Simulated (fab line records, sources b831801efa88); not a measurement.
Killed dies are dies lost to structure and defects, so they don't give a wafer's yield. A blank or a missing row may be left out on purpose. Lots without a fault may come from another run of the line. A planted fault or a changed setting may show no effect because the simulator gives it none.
Which tool did it? | flow sky130 | 24 lots, 72 wafers sampled, at 5 steps of a route of 708

WHAT THE GAUGES READ, wafer by wafer
SKY_FIELD_ISO_BOW_MEAS_00.
lot  | measured    | on            | INCOMING_BOW (um)
L074 | day 1 10:01 | film_metro-03 | 4 4 4
L075 | day 1 15:00 | film_metro-02 | 1 9 -17
L076 | day 1 20:01 | film_metro-01 | -7 12 -9
L077 | day 2 01:02 | film_metro-02 | -10 11 1
L078 | day 2 06:00 | film_metro-02 | 0 0 2
L079 | day 2 11:00 | film_metro-03 | 0 25 6
L080 | day 2 16:00 | film_metro-02 | -4 -3 -5
L081 | day 2 21:00 | film_metro-01 | -3 8 3
L082 | day 3 02:01 | film_metro-03 | 1 -7 -3
L083 | day 3 07:01 | film_metro-01 | 2 5 1
L084 | day 3 12:02 | film_metro-03 | -5 9 -3
L085 | day 3 17:00 | film_metro-03 | -3 9 4
L086 | day 3 22:00 | film_metro-02 | 0 8 -6
L087 | day 4 03:00 | film_metro-02 | -4 -3 -1
L088 | day 4 08:00 | film_metro-01 | 2 0 -12
L089 | day 4 13:02 | film_metro-03 | 9 -10 8
L090 | day 4 18:01 | film_metro-02 | 15 -11 13
L091 | day 4 23:00 | film_metro-02 | -4 3 2
L092 | day 5 04:00 | film_metro-03 | 1 2 -11
L093 | day 5 09:01 | film_metro-03 | 3 16 -1
L094 | day 5 14:00 | film_metro-03 | 4 -3 0
L095 | day 5 19:01 | film_metro-03 | 4 3 4
L096 | day 6 00:01 | film_metro-01 | 7 -5 -2
L097 | day 6 05:01 | film_metro-02 | 3 -5 -3

SKY_VT_ADJUST_HVTP_OVL_MEAS_08.
lot  | measured     | on         | VT_ADJUST_HVTP_OVL (nm)
L074 | day 5 23:37  | overlay-01 | -0.6 0.1 -0.2
L075 | day 6 05:49  | overlay-01 | 0.5 1.6 1.8
L076 | day 6 10:46  | overlay-02 | 0.3 2.2 0.8
L077 | day 6 17:25  | overlay-01 | 1.1 1.2 -0.2
L078 | day 7 02:40  | overlay-01 | 3.3 1.7 0.7
L079 | day 7 14:13  | overlay-01 | 2.4 1.7 1.9
L080 | day 7 18:43  | overlay-02 | 1.7 1.8 -0.9
L081 | day 8 04:58  | overlay-01 | 1.4 2.4 0.8
L082 | day 8 08:01  | overlay-01 | -0.1 2.0 0.0
L083 | day 8 16:46  | overlay-01 | 2.8 2.6 0.7
L084 | day 8 19:07  | overlay-02 | -0.3 -1.3 1.3
L085 | day 9 04:24  | overlay-02 | 0.6 1.1 2.3
L086 | day 9 10:42  | overlay-01 | 1.6 1.9 -1.0
L087 | day 9 11:34  | overlay-01 | -0.9 -0.8 0.5
L088 | day 9 18:34  | overlay-02 | -0.6 -0.6 1.4
L089 | day 9 22:46  | overlay-01 | 1.5 1.3 1.2
L090 | day 10 06:01 | overlay-01 | -0.7 -0.3 0.7
L091 | day 10 12:40 | overlay-01 | 3.3 0.8 0.7
L092 | day 10 18:04 | overlay-01 | 1.9 1.4 0.1
L093 | day 11 02:07 | overlay-02 | 0.1 2.4 1.8
L094 | day 11 12:36 | overlay-02 | 0.2 -1.0 0.9
L095 | day 11 13:58 | overlay-01 | 0.1 2.7 1.1
L096 | day 11 16:49 | overlay-01 | 1.5 2.4 2.2
L097 | day 12 03:25 | overlay-02 | 0.8 -0.4 0.3

SKY_CONTACT_BOW_MEAS_05.
lot  | measured     | on            | CONTACT_BOW (um)
L074 | day 30 03:59 | film_metro-03 | 88 86 88
L075 | day 30 17:02 | film_metro-01 | 81 88 63
L076 | day 30 18:18 | film_metro-03 | 76 97 75
L077 | day 31 11:48 | film_metro-03 | 69 91 82
L078 | day 31 13:07 | film_metro-03 | 81 81 84
L079 | day 32 11:47 | film_metro-01 | 83 108 90
L080 | day 32 13:56 | film_metro-02 | 81 81 79
L081 | day 33 21:59 | film_metro-03 | 78 89 86
L082 | day 33 19:46 | film_metro-03 | 85 78 82
L083 | day 33 23:17 | film_metro-03 | 87 89 85
L084 | day 33 22:38 | film_metro-02 | 79 93 80
L085 | day 34 03:58 | film_metro-02 | 82 92 87
L086 | day 34 11:40 | film_metro-02 | 82 90 76
L087 | day 34 16:19 | film_metro-01 | 82 84 86
L088 | day 34 22:01 | film_metro-01 | 83 80 68
L089 | day 35 03:34 | film_metro-03 | 96 77 96
L090 | day 35 04:52 | film_metro-02 | 101 76 98
L091 | day 35 21:59 | film_metro-02 | 76 81 84
L092 | day 35 23:41 | film_metro-02 | 87 86 73
L093 | day 36 08:56 | film_metro-03 | 87 100 84
L094 | day 36 21:09 | film_metro-02 | 86 78 82
L095 | day 36 23:09 | film_metro-03 | 89 88 89
L096 | day 37 01:10 | film_metro-03 | 86 74 77
L097 | day 37 13:19 | film_metro-02 | 84 74 76

SKY_CAPM_THK_MEAS_01.
lot  | measured     | on            | CAPM_CVD_00_THK (nm)
L074 | day 36 05:30 | film_metro-03 | 15.37 14.99 15.57
L075 | day 36 10:29 | film_metro-03 | 15.34 15.55 15.62
L076 | day 36 12:02 | film_metro-02 | 15.06 15.38 15.38
L077 | day 37 07:02 | film_metro-03 | 14.78 15.45 15.37
L078 | day 37 09:44 | film_metro-03 | 15.07 15.69 15.92
L079 | day 38 06:45 | film_metro-03 | 15.43 15.49 15.47
L080 | day 38 08:35 | film_metro-03 | 15.37 15.83 15.68
L081 | day 39 15:38 | film_metro-02 | 15.91 15.92 15.77
L082 | day 39 13:18 | film_metro-03 | 15.55 15.97 16.23
L083 | day 39 16:21 | film_metro-04 | 15.43 15.87 15.75
L084 | day 39 16:01 | film_metro-02 | 15.36 15.89 15.60
L085 | day 39 21:59 | film_metro-02 | 15.30 15.47 15.92
L086 | day 40 04:17 | film_metro-03 | 15.20 15.44 16.03
L087 | day 40 06:50 | film_metro-03 | 15.24 15.51 15.32
L088 | day 40 13:07 | film_metro-03 | 15.00 15.61 15.78
L089 | day 40 18:57 | film_metro-04 | 15.71 15.51 15.56
L090 | day 40 19:12 | film_metro-02 | 15.44 15.81 15.56
L091 | day 41 11:29 | film_metro-04 | 15.81 16.02 15.94
L092 | day 41 13:08 | film_metro-04 | 15.21 15.57 15.48
L093 | day 41 21:56 | film_metro-04 | 15.05 15.25 15.45
L094 | day 42 07:33 | film_metro-03 | 15.15 15.52 16.01
L095 | day 42 09:25 | film_metro-02 | 15.51 15.46 15.66
L096 | day 42 11:10 | film_metro-02 | 15.58 15.90 16.47
L097 | day 42 23:33 | film_metro-04 | 15.53 15.22 15.90

WHICH TOOL RAN EACH LOT (tool, then ch and the chambers of the sampled wafers, then the start)
lot  | SKY_VT_ADJUST_LVTN_STRIP_09
L074 | plasma_asher-04 ch 0, day 6 19:10
L075 | plasma_asher-01 ch 0,1, day 7 00:58
L076 | plasma_asher-04 ch 0,1, day 7 06:04
L077 | plasma_asher-03 ch 0,1, day 7 13:24
L078 | plasma_asher-03 ch 0,1, day 7 22:25
L079 | plasma_asher-03 ch 0,1, day 8 10:01
L080 | plasma_asher-03 ch 0, day 8 15:55
L081 | plasma_asher-03 ch 0,1, day 9 02:04
L082 | plasma_asher-03 ch 0,1, day 9 05:49
L083 | plasma_asher-04 ch 0,1, day 9 14:43
L084 | plasma_asher-04 ch 0,1, day 9 17:09
L085 | plasma_asher-04 ch 0,1, day 10 02:13
L086 | plasma_asher-01 ch 0,1, day 10 08:46
L087 | plasma_asher-04 ch 0,1, day 10 10:07
L088 | plasma_asher-04 ch 0, day 10 16:43
L089 | plasma_asher-04 ch 0,1, day 10 22:00
L090 | plasma_asher-01 ch 0,1, day 11 05:28
L091 | plasma_asher-03 ch 0,1, day 11 11:25
L092 | plasma_asher-04 ch 1, day 11 16:10
L093 | plasma_asher-03 ch 0,1, day 12 01:31
L094 | plasma_asher-03 ch 0,1, day 12 12:07
L095 | plasma_asher-01 ch 0, day 12 13:43
L096 | plasma_asher-04 ch 0, day 12 16:16
L097 | plasma_asher-03 ch 0,1, day 13 03:55
- SKY_VT_ADJUST_LVTN_STRIP_09: strips in O2/N2.

WHAT THE TOOLS THEMSELVES READ (means of the sampled wafers that have a number; where no wafer has one, the mark that the record gives instead)
SKY_VT_ADJUST_LVTN_STRIP_09.
lot  | tool            | drypump_motor_current_A (A) | oes_product_au (a.u.) | strip_time_to_endpoint_s (s)
L074 | plasma_asher-04 | 6.7                         | 0.717                 | 36.93
L075 | plasma_asher-01 | 5.9                         | 0.724                 | 36.95
L076 | plasma_asher-04 | 5.4                         | 0.723                 | 37.05
L077 | plasma_asher-03 | 5.6                         | 0.723                 | 36.95
L078 | plasma_asher-03 | 5.5                         | 0.725                 | 36.96
L079 | plasma_asher-03 | 5.6                         | 0.714                 | 37.07
L080 | plasma_asher-03 | 5.8                         | 0.719                 | 36.78
L081 | plasma_asher-03 | 5.7                         | 0.723                 | 36.87
L082 | plasma_asher-03 | 5.7                         | 0.723                 | 36.99
L083 | plasma_asher-04 | 6.0                         | 0.723                 | 37.11
L084 | plasma_asher-04 | 5.4                         | 0.722                 | 36.97
L085 | plasma_asher-04 | 5.4                         | 0.719                 | 37.08
L086 | plasma_asher-01 | 5.9                         | 0.721                 | 36.96
L087 | plasma_asher-04 | 6.0                         | 0.720                 | 37.02
L088 | plasma_asher-04 | 6.7                         | 0.716                 | 37.15
L089 | plasma_asher-04 | 6.0                         | 0.723                 | 37.03
L090 | plasma_asher-01 | 5.5                         | 0.721                 | 36.98
L091 | plasma_asher-03 | 5.7                         | 0.726                 | 36.96
L092 | plasma_asher-04 | 4.7                         | 0.718                 | 37.02
L093 | plasma_asher-03 | 5.7                         | 0.719                 | 36.96
L094 | plasma_asher-03 | 5.6                         | 0.721                 | 36.94
L095 | plasma_asher-01 | 5.2                         | 0.724                 | 37.12
L096 | plasma_asher-04 | 6.7                         | 0.723                 | 37.08
L097 | plasma_asher-03 | 5.7                         | 0.720                 | 37.01

THE ANSWER, worked out from the rows above alone
Rule: what is usual is taken from the lots themselves. Put in order of their means at a reading, lots are off if they are a third of the lots or fewer, leave a main group of 4 or more, and stand apart from it by a gap of 3 or more times the standard deviation of the main group's means; of several such gaps the widest counts. A main group whose means are all the same, to the digits that the tables above print for the reading, isn't used. A lot without any number at a reading at which 4 lots or more have one is off too. The other lots that the step has rows for count as sound. The gauges are gone through in route order, then the tools' own readings, and for those a lot's mean is taken as printed above. The first step at which some lot is off is used, and at that step the reading that is off furthest; a lot without a number counts as furthest.
No lot is off at any reading shown: from this, nothing can be told.

WHAT THE SIMULATOR HAD PUT IN
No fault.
